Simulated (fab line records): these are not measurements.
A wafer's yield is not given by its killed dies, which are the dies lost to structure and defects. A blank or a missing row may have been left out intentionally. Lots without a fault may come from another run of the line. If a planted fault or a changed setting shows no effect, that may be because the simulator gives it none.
Lot-split experiment ; flow sky130 ; route with 708 steps; 5 lots, 23 wafers read

## THE SPLIT ITSELF
At SKY_VIA3_ETCH_15 (etches SiO2 in C4F8/O2/Ar, stops on TiN, target depth 507 nm, time 78 s), the setting timeS was moved away from the recipe's 78 s on 5 of the 23 wafers read, by +12.0% to +14.2%. This setting was run at the recipe's value on the other wafers.

Reading taken at the split's own step.

## THE READING
TiN_of_METAL3_SPUTTER_04.thkNm (the simulator's own value, which no gauge read), in nm, at SKY_VIA3_ETCH_15 (etches SiO2 in C4F8/O2/Ar, stops on TiN, target depth 507 nm, time 78 s). There is no usual value for it anywhere in the file. The 18 wafers here that ran the recipe average 70.07 nm, standard deviation 0.89 nm.

wafer;tool, chamber at the split;timeS as run, s;against the recipe;TiN_of_METAL3_SPUTTER_04.thkNm, nm;against lot-mates on the recipe
L079.1;rieDiel-02, 2;78;recipe;71.55;-
L079.2;rieDiel-02, 3;87.34;+12.0%;68.45;-2.57
L079.3;rieDiel-02, 1;87.34;+12.0%;69.34;-1.68
L079.4;rieDiel-02, 0;78;recipe;70.55;-
L079.6;rieDiel-02, 3;78;recipe;70.97;-
L080.1;rieDiel-01, 1;78;recipe;71.01;-
L080.2;rieDiel-01, 3;78;recipe;71;-
L080.4;rieDiel-01, 0;78;recipe;70.33;-
L080.5;rieDiel-01, 3;78;recipe;70.85;-
L080.6;rieDiel-01, 2;78;recipe;71.59;-
L081.1;rieDiel-01, 3;78;recipe;69.32;-
L081.2;rieDiel-01, 1;78;recipe;69.71;-
L081.3;rieDiel-01, 0;78;recipe;69.89;-
L084.2;rieDiel-02, 0;78;recipe;68.93;-
L084.3;rieDiel-02, 2;78;recipe;69.27;-
L084.4;rieDiel-02, 3;78;recipe;69.31;-
L084.5;rieDiel-02, 1;78;recipe;68.8;-
L084.6;rieDiel-02, 2;78;recipe;69.18;-
L085.1;rieDiel-02, 0;78;recipe;69.26;-
L085.2;rieDiel-02, 1;89.11;+14.2%;68.03;-1.47
L085.3;rieDiel-02, 2;89.11;+14.2%;67.11;-2.39
L085.5;rieDiel-02, 0;89.11;+14.2%;67.99;-1.51
L085.6;rieDiel-02, 1;78;recipe;69.73;-

THE FIT
A straight line over all 23 wafers: TiN_of_METAL3_SPUTTER_04.thkNm changes by -0.145 nm for each +1% of timeS; r = -0.69; the points scatter about the line by 0.88 nm.
The same after taking each lot's own level away (the mean of its wafers on the recipe; 23 wafers): -0.142 nm for each +1%; r = -0.90; scatter 0.39 nm.
On that fit, the largest move of timeS shifts the reading by 2 nm.
Across the lots, their own levels run from 69.098 to 71.023 nm, a range of 2.2 times the standard deviation given above.
So the lot-to-lot level blurs the effect unless lot-mates are compared.
Check: for one of the wafers moved furthest among these (+14.2%), held out of the fit, the line's prediction against its lot-mates is -2.19 nm. It came out at -1.47 nm against them.

## OTHER SPLITS APPLIED TO THESE WAFERS
Note: prior to the reading, these wafers also went through further splits. Each is held against what the fit with the lots' levels taken away leaves over:
other split on the same wafers;wafers away from the commonest value;r with TiN_of_METAL3_SPUTTER_04.thkNm (lot level and that fit taken away)
SKY_CAPM_SPUTTER_02 powerW;5;-0.45
SKY_CAPM_METAL_ETCH_13 timeS;9;-0.33
SKY_METAL3_EXPOSE_10 doseMj;8;+0.13
SKY_VIA3_HDPCVD_00 timeS;5;+0.12
SKY_VIA3_COAT_07 resistThkNm;5;-0.15

## THE FILE'S OWN FIT
TiN_of_METAL3_SPUTTER_04.thkNm changes by -0.147 nm for each +1% of timeS, r = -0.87.
